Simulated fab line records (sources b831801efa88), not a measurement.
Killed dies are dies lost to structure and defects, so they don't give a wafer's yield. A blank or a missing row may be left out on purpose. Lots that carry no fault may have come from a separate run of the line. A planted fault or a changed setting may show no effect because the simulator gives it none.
Problem report, 8D (eight disciplines) form, completed by code + flow sky130 + the parts of the form that need people (team, actions taken, sign-off) are left out

== 1. WHAT WENT WRONG ==
VIA2_W_RS at SKY_VIA2_RS_MEAS_22 reads a mean of 0.612 ohm/sq on 1 wafer of 1 lot; wafers without a fault read 0.275 ohm/sq with a standard deviation of 0.0034. That is +99 or more standard deviations from the usual mean.
The step: measures by four-point-probe.
First observed at day 39 02:05: wafer L230.4, on filmMetro-02. The record has a number at this step for 30 wafers belonging to 10 lots. The rule behind "out" and "out of limits": a value lying over 4 standard deviations away from the usual mean. The other wafers with a number count as sound.

== 2. WHAT IT IS AND WHAT IT IS NOT ==
| question                    | is                | is not                                                                                 |
|-----------------------------|-------------------|----------------------------------------------------------------------------------------|
| which readings at this step | VIA2_W_RS         | -                                                                                      |
| which lots                  | L230              | L223, L225, L228, L229, L232, L235, L242, L243, L245                                   |
| which wafers of those lots  | L230.4            | L230.2, L230.6                                                                         |
| read on which gauges        | filmMetro-02      | filmMetro-04                                                                           |
| when                        | from day 39 02:05 | up to then (17 sound wafers); but 12 sound wafers of L235, L242, L243, L245 came after |

== 3. SUSPECTS, AND WHAT RULES EACH OUT ==
Counting: a tool at a process step up to the reading stays a suspect if it ran every lot that is out. Sound lots after the first of them don't rule it out here, since some wafers of a struck lot are sound.
- the gauge at SKY_VIA2_RS_MEAS_22: ruled out. All the wafers that are out were read on filmMetro-02, but those of them that SKY_VIA2_CMP_24 has rows for are out there too, on other tools.
- plasmaAsher-02 at SKY_METAL2_STRIP_20 (strips in O2/N2): kept. L230, the lot that is out, went through it at day 37 21:28; up to then, the latest sound lot through it was L229 at day 37 19:56.
- cvdW-01 at SKY_VIA2_CVD_21 (deposits W, target thk 420 nm, time 126.4 s): kept. L230, the lot that is out, went through it at day 39 01:56; up to then, the latest sound lot through it was L232 at day 39 00:27.
Left after counting: plasmaAsher-02 at SKY_METAL2_STRIP_20, cvdW-01 at SKY_VIA2_CVD_21.

== 4. THE CAUSE (what the simulator had put in) ==
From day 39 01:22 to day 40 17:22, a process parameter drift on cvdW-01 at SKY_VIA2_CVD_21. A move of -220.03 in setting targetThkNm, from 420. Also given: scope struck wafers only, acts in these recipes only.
2 suspects survive the count, and this tool is in that group.

== 5. SEQUENCE OF EFFECTS, ordered by route ==
Each row: a reading where the mean over the struck wafers with a number is more than 3 standard deviations away from the usual. Only readings whose record carries a usual standard deviation are examined. hours: median over the lots of the time between each lot's start at the first step of this table that gives one and its start at this step. sigmas: the change, counted in usual standard deviations.
| hours | step                  | reading         | usual        | on struck wafers | change | sigmas      |
|-------|-----------------------|-----------------|--------------|------------------|--------|-------------|
| 0     | SKY_VIA2_RS_MEAS_22   | VIA2_W_RS       | 0.275 ohm/sq | 0.612            | +0.337 | +99 or more |
| 0     | SKY_VIA2_THK_MEAS_23  | VIA2_W_THK      | 404 nm       | 185              | -219   | -36         |
| 0     | SKY_VIA2_CMP_24       | timeToEndpointS | 103 s        | 43               | -60    | -10         |
| 226   | SKY_PAD_OPEN_PROBE_99 | killedOpen      | 47           | 73               | +26    | +3.3        |
It contains these process steps:
- SKY_VIA2_CMP_24: polishes, stops on SiO2, t overpolish 20 s, target thk 0 nm.
- SKY_PAD_OPEN_PROBE_99

== 6. HOW IT WOULD HAVE BEEN CAUGHT EARLIER ==
In this record the first reading out of limits at a measuring or inspecting step was taken at day 39 02:05, 1 hour after the fault began at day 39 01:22.
An alarm limit of 4 standard deviations would not have fired on the tool readings at SKY_VIA2_CVD_21 for which the record gives a usual standard deviation, since none of them was out on any struck wafer.
The start of SKY_VIA2_CVD_21 on cvdW-01 came by day 39 02:05 for every one of the lots that are out (1). Holding the tool at that point would not have protected any of them.
